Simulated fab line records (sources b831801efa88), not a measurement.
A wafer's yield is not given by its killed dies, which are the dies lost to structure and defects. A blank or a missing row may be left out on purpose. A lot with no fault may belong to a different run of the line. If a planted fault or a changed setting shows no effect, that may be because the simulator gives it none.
A single fault, viewed from 2 desks	flow gf180mcu	every desk sees just its own numbers, and what lay behind them comes last

## FROM THE METROLOGY DESK
What the gauges read for every lot (on any tool): the sampled wafers with a number, averaged. Any lot whose mean is over 4 standard deviations away from the usual mean is out of limits and marked OUT; that distance is given in the brackets.
Columns: A = STI_OXIDATION_01_THK at GF_STI_THK_MEAS_22, usual 14.99 nm; B = STI_OXIDATION_02_THK at GF_STI_THK_MEAS_30, usual 9.99 nm; C = MVPSD_TW at GF_MVPSD_TW_MEAS_11, usual 555.6; D = VT_IMPLANT_TW at GF_VT_IMPLANT_TW_MEAS_10, usual 566.1
lot	first seen here	A	B	C	D
L346	day 2 05:44	15.59	9.70	555.7	570.9
L347	day 2 09:46	15.18	9.83	553.5	567.2
L348	day 2 13:23	14.99	9.71	557.1	569.5
L349	day 2 20:02	14.70	9.64	551.6	567.1
L350	day 3 02:00	15.06	10.11	554.9	568.6
L351	day 3 05:33	14.95	10.16	555.9	568.5
L355	day 4 03:17	15.48	10.11	557.0	563.4
L359	day 5 00:29	15.12	9.92	752.8 (+90) OUT	-
L360	day 5 04:35	15.23	10.19	753.4 (+90) OUT	-
L361	day 5 09:59	14.83	10.22	754.5 (+90) OUT	-
L362	day 5 13:15	14.87	10.04	556.2	565.4
L363	day 5 19:10	14.71	10.11	557.6	566.7
L364	day 6 01:38	14.53	9.71	554.8	565.5
L368	day 6 23:41	15.31	9.98	554.5	564.7
L369	day 7 05:10	14.53	9.64	554.9	562.0
This desk's finding: out of limits on L359, L360, L361; first on L359, day 8 07:56 (MVPSD_TW at GF_MVPSD_TW_MEAS_11). L346, L347, L348, L349, L350, L351, L355, L362, L363, L364, L368, L369 stayed within limits.

## DESK OF THE TOOL OWNER: implanter-01
For each lot that ran on this tool, the mean over its sampled wafers that have a number, from the tool's own readings at GF_MVPSD_IMPLANT_09. Any lot whose mean is over 4 standard deviations away from the usual mean is out of limits and marked OUT; that distance is given in the brackets.
Columns: A = dose-ions-cm2 at GF_MVPSD_IMPLANT_09, usual 4.999e+12; B = faraday-current-uA at GF_MVPSD_IMPLANT_09, usual 28.2
lot	first seen here	A	B
L347	day 5 07:20	4.996e+12	28.4
L348	day 5 13:02	4.996e+12	28.2
L349	day 5 21:32	5.006e+12	28.2
L350	day 6 03:33	4.995e+12	28.6
L359	day 8 07:41	5.361e+13 (+99 or more) OUT	300.9 (+99 or more) OUT
L360	day 8 12:13	5.362e+13 (+99 or more) OUT	292.9 (+99 or more) OUT
L361	day 8 19:01	5.363e+13 (+99 or more) OUT	298.9 (+99 or more) OUT
This desk finds L359, L360, L361 out of limits, L359 being first, at day 8 07:41 (dose-ions-cm2 at GF_MVPSD_IMPLANT_09). L347, L348, L349, L350 stayed within limits.

## BROUGHT TOGETHER
The tool owner's desk could have raised an alarm at day 8 07:41, on L359, L360, L361.
L359, L360, L361 would have let the metrology desk raise an alarm at day 8 07:56.
Every lot named ran GF_MVPSD_IMPLANT_09 on implanter-01.

## WHAT THE SIMULATOR HAD INSERTED
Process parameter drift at GF_MVPSD_IMPLANT_09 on implanter-01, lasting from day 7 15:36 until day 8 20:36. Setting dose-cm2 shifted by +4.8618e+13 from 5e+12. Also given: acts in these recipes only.
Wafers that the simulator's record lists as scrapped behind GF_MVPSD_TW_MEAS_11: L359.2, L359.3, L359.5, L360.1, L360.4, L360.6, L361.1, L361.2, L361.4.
Shown lots that were struck: L359, L360, L361.
Fault start to first reading out of limits, in hours, per desk: tool owner, 16; metrology, 16.
